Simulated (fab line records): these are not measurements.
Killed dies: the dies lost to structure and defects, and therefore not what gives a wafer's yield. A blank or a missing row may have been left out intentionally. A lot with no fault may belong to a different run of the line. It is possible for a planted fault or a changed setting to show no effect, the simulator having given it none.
Comparing a struck lot with a sound one :: flow sky130 :: 23 out of 708 route steps
Sound: these wafers, L681.2, L681.3, L681.6. The struck wafers were L695.1, L695.3, L695.5. Last of all comes the cause.
Per side, at each step with rows, come the tool, then ch with its chambers, and then its first start. Under that, the readings that differ: sound wafers :: struck wafers :: difference of the means :: sigmas: that difference in standard deviations of wafers without a fault.
alike: same words and numbers on both sides, and readings whose means sit less than 2 such deviations apart. not compared: any withheld reading, any reading some wafer has no value for, any bound like >300 that may hide the same value, and any number with overlapping values for which the record gives no deviation.
The two part at a step that has a row with sigmas, a row that says differs or no value, or rows on one side only. Numbers that don't overlap but have no deviation are shown without sigmas and don't part them. Lack of a reading on every wafer of one side parts them only where that side has two or more wafers.

SKY_PASSIVATION_CVD_00: deposits SiO2, target thk 90 nm.
  sound on pecvd-01 ch 0,2, day 44 08:57; struck on pecvd-01 ch 0,1,2, day 47 21:14
  alike: heaterPowerW, susceptorTempC
SKY_PASSIVATION_THK_MEAS_01:
  sound on filmMetro-03 at day 44 08:59; struck on filmMetro-03 at day 47 21:16
  alike: PASSIVATION_CVD_00_THK
SKY_PASSIVATION_CVD_02: deposits Si3N4, target thk 540 nm.
  sound on pecvd-02 ch 0,1, day 44 09:02; struck on pecvd-03 ch 0,1,2, day 47 21:19
  alike: heaterPowerW, susceptorTempC
SKY_PASSIVATION_THK_MEAS_03:
  sound on filmMetro-01 at day 44 09:23; struck on filmMetro-03 at day 47 21:32
  alike: PASSIVATION_CVD_02_THK
then, 7 steps without rows for these wafers: SKY_PASSIVATION_DEHYDRATE_04 (time 60 s); SKY_PASSIVATION_HMDS_05 (prime time 60 s); SKY_PASSIVATION_COAT_06 (resist thk 3000 nm); SKY_PASSIVATION_SOFTBAKE_07; SKY_PASSIVATION_EXPOSE_08 (exposes mask NSM, target cd 3000 nm); SKY_PASSIVATION_PEB_09; SKY_PASSIVATION_DEVELOP_10 (develop time 60 s).
SKY_PASSIVATION_ETCH_11: etches the open film in CF4/O2, stops on AlCu, target depth 725 nm, time 161.1 s.
  sound on rieDiel-02 ch 0,1, day 45 07:02; struck on rieDiel-01 ch 0,1, day 48 16:38
  alike: biasW, chamberPressureMTorr, drypumpMotorCurrentA, oesProductAu, throttleValvePct
  not compared: rfHoursCounterH
SKY_PASSIVATION_STRIP_12: strips in O2/N2.
  sound on plasmaAsher-02 ch 0,1, day 45 07:08; struck on plasmaAsher-01 ch 0, day 48 16:44
  no value came back on the struck wafers for any of 6 readings (chamberPressureMTorr (mTorr), drypumpMotorCurrentA (A) and others); on the sound wafers chamberPressureMTorr (mTorr) reads 1500.8 1498.8 1499.7
reading: model.coat_of_PASSIVATION_COAT_06.thkNm (nm)
sound: 0 0 0
struck: 2518 2521 2513
difference: +2517
sigmas: 
  not compared: rfHoursCounterH
then, 7 steps without rows for these wafers: SKY_PAD_OPEN_DEHYDRATE_00 (time 60 s); SKY_PAD_OPEN_HMDS_01 (prime time 60 s); SKY_PAD_OPEN_COAT_02 (resist thk 3000 nm); SKY_PAD_OPEN_SOFTBAKE_03; SKY_PAD_OPEN_EXPOSE_04 (exposes mask PDM, target cd 60000 nm); SKY_PAD_OPEN_PEB_05; SKY_PAD_OPEN_DEVELOP_06 (develop time 60 s).
SKY_PAD_OPEN_ETCH_07: etches the open film in CF4/O2, stops on AlCu, target depth 725 nm, time 161.1 s.
  sound on rieDiel-03 ch 1,3, day 46 03:46; struck on rieDiel-03 ch 1,2,3, day 49 10:40
  alike: biasW, chamberPressureMTorr, drypumpMotorCurrentA, oesProductAu, throttleValvePct
  not compared: rfHoursCounterH
SKY_PAD_OPEN_STRIP_08: strips in O2/N2.
  sound on plasmaAsher-04 ch 1, day 46 03:53; struck on plasmaAsher-03 ch 0,1, day 49 10:47
reading: oesProductAu (a.u.)
sound: 0.666 0.665 0.661
struck: 0.691 0.686 0.700
difference: +0.028
sigmas: +7
  alike: chamberPressureMTorr, drypumpMotorCurrentA, n2FlowSccm
  not compared: rfHoursCounterH
then, 1 step without rows for these wafers: SKY_PAD_OPEN_STRIP_09 (strips in post etch residue remover, time 1200 s).

## WHERE THEY PART
Earliest at SKY_PASSIVATION_STRIP_12; latest, in this record, at SKY_PAD_OPEN_STRIP_08.

WHY: whatever the simulator had introduced
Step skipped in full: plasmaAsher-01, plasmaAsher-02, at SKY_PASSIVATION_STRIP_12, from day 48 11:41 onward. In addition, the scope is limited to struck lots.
